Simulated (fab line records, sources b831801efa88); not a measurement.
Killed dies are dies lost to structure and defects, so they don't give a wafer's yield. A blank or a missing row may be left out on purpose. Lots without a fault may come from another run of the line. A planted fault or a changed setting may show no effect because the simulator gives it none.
A struck lot beside a sound one | flow sky130 | 34 steps out of a route of 708
Sound: wafers L962.2, L962.3, L962.6. Struck: wafers L979.2, L979.4, L979.5. The cause comes at the end.
At each step with rows: each side's tool, then ch and its chambers, then its first start. Under that, the readings that differ: sound wafers | struck wafers | difference of the means | sigmas: that difference in standard deviations of wafers without a fault.
alike: readings whose means differ by less than 2 such deviations, and words and numbers that are the same on both sides. not compared: withheld readings, readings that some wafer has no value for, bounds like >300 that may hide the same value, and numbers for which the record gives no deviation and whose values overlap.
The two part at a step that has a row with sigmas, a row that says differs or no value, or rows on one side only. Numbers that don't overlap but have no deviation are shown without sigmas and don't part them. A reading that every wafer of one side lacks parts them only if that side has two wafers or more.

first, 7 steps without rows for these wafers: SKY_SONOS_TUNNEL_DEVELOP_06 (develop time 60 s); SKY_SONOS_TUNNEL_IMPLANT_09; SKY_SONOS_TUNNEL_WET_ETCH_10 (etches SiO2 in dHF, target depth 14 nm, time 280 s); SKY_SONOS_TUNNEL_STRIP_11 (strips in SPM, time 600 s); SKY_SONOS_TUNNEL_CLEAN_13 (cleans in dHF, time 20 s); SKY_SONOS_ONO_OXIDATION_00 (stabilise 600 s, purge 300 s, target thk 2.6 nm); SKY_SONOS_ONO_CVD_02 (deposits Si3N4 from DCS/NH3, target thk 10.5 nm, time 180 s).
SKY_SONOS_ONO_CVD_04: deposits SiO2 from SiH4/N2O, target thk 5.7199 nm.
  sound on lpcvd-03 ch 1, day 11 06:02; struck on lpcvd-03 ch 0, day 16 21:48
  reading                                    | sound             | struck            | difference | sigmas
  spike_tc_bottom_C (C)                      | 916.7 916.0 914.5 | 907.9 908.2 909.1 | -7.3       | -8
  spike_tc_centre_C (C)                      | 899.7 899.1 898.2 | 892.3 894.1 894.5 | -5.4       | -4
  spike_tc_lower_C (C)                       | 899.0 898.3 898.0 | 893.9 895.3 893.1 | -4.3       | -4
  spike_tc_top_C (C)                         | 909.3 910.9 909.2 | 901.8 902.0 902.1 | -7.8       | -6
  spike_tc_upper_C (C)                       | 898.1 900.8 900.1 | 891.5 893.4 894.4 | -6.6       | -6
  model.SiO2_of_SONOS_ONO_CVD_04.thk_nm (nm) | 5.568 5.525 5.5   | 4.982 4.886 4.957 | -0.589     |
SKY_SONOS_ONO_THK_MEAS_05:
  sound on film_metro-02, day 11 07:18; struck on film_metro-02, day 16 23:04
  reading                   | sound          | struck         | difference | sigmas
  SONOS_ONO_CVD_04_THK (nm) | 5.59 5.52 5.47 | 5.00 4.86 4.96 | -0.59      | -6
then, 23 steps without rows for these wafers: SKY_SONOS_ONO_DEHYDRATE_06 (time 60 s); SKY_SONOS_ONO_HMDS_07 (prime time 60 s); SKY_SONOS_ONO_COAT_08 (resist thk 1140 nm); SKY_SONOS_ONO_SOFTBAKE_09 (time 60 s); SKY_SONOS_ONO_EXPOSE_10 (exposes mask ONOM, target cd 410 nm); SKY_SONOS_ONO_PEB_11; SKY_SONOS_ONO_DEVELOP_12 (develop time 60 s); SKY_SONOS_ONO_ETCH_15 (etches the open film in CHF3/O2, target depth 19.52 nm, time 7.8 s); SKY_SONOS_ONO_WET_ETCH_16 (etches SiO2 in dHF, target depth 14 nm, time 280 s); SKY_SONOS_ONO_STRIP_17 (strips in O2/N2); SKY_SONOS_ONO_WET_ETCH_18 (etches Si3N4 in H3PO4, target depth 15 nm, time 172 s); SKY_GATE_OXIDE_CLEAN_00 (cleans in SC1/SC2, time 150 s); SKY_GATE_OXIDE_OXIDATION_01 (stabilise 600 s, purge 300 s, target thk 10.268 nm); SKY_GATE_OXIDE_DEHYDRATE_03 (time 60 s); SKY_GATE_OXIDE_HMDS_04 (prime time 60 s); SKY_GATE_OXIDE_COAT_05 (resist thk 1140 nm); SKY_GATE_OXIDE_SOFTBAKE_06 (time 60 s); SKY_GATE_OXIDE_EXPOSE_07 (exposes mask LVOM, target cd 600 nm); SKY_GATE_OXIDE_PEB_08; SKY_GATE_OXIDE_DEVELOP_09 (develop time 60 s); SKY_GATE_OXIDE_IMPLANT_11; SKY_GATE_OXIDE_WET_ETCH_12 (etches SiO2 in dHF, target depth 16.8 nm, time 336 s); SKY_GATE_OXIDE_STRIP_13 (strips in O2/N2).
-- the record jumps here: 3 days lie between the struck wafers' starts before and after --
SKY_GATE_OXIDE_CLEAN_15: cleans in SC1/SC2, time 150 s.
  sound on wet_bench-01 ch 3, day 13 09:53; struck on wet_bench-03 ch 1, day 19 12:40
  reading                                    | sound             | struck          | difference | sigmas
  model.SiO2_of_SONOS_ONO_CVD_04.thk_nm (nm) | 4.048 4.003 3.982 | 3.45 3.357 3.43 | -0.60      |
-- the record jumps here: 30 days lie between the struck wafers' starts before and after (it left off in module GATE_OXIDE and takes up again in module PAD_OPEN, whose first step shown is number 708 of the route) --
SKY_PAD_OPEN_PROBE_99:
  sound on prober-02, day 45 10:10; struck on prober-01, day 49 14:05
  reading                               | sound               | struck               | difference | sigmas
  model.etest.cap_ono.gate_log10_a_cm2  | -7.614 -7.65 -7.606 | -7.183 -6.816 -6.943 | +0.643     |
  model.etest.cap_ono.tox_acc_nm (nm)   | 12.66 12.61 12.61   | 12.22 12.04 12.05    | -0.52      |
  model.etest.sonos_programmed.vt_v (V) | 1.538 1.57 1.561    | 1.786 1.806 1.817    | +0.247     |
  model.etest.sonos_baked.vt_v (V)      | 1.054 0.9943 1.006  | 1.245 1.241 1.225    | +0.219     |
  alike: killed_at_M0_to_M3, killed_at_M4_up, killed_at_contacts, killed_at_front_end, killed_at_other, killed_dies, killed_open, killed_short
  not compared: model.etest.sonos_uncharged.r_on_ohm_um, model.etest.cap_ono.gate_bv_v, model.etest.sonos_erased.vt_v, model.etest.sonos_baked.vt_less_v

WHERE THEY PART
First at SKY_SONOS_ONO_CVD_04; last, within this record, at SKY_SONOS_ONO_THK_MEAS_05. Later steps at which nothing parts them and some readings are alike: SKY_PAD_OPEN_PROBE_99.

WHY: what the simulator had put in
Process parameter drift: lpcvd-03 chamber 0, from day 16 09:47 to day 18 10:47, at SKY_SONOS_ONO_CVD_04. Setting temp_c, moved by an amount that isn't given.
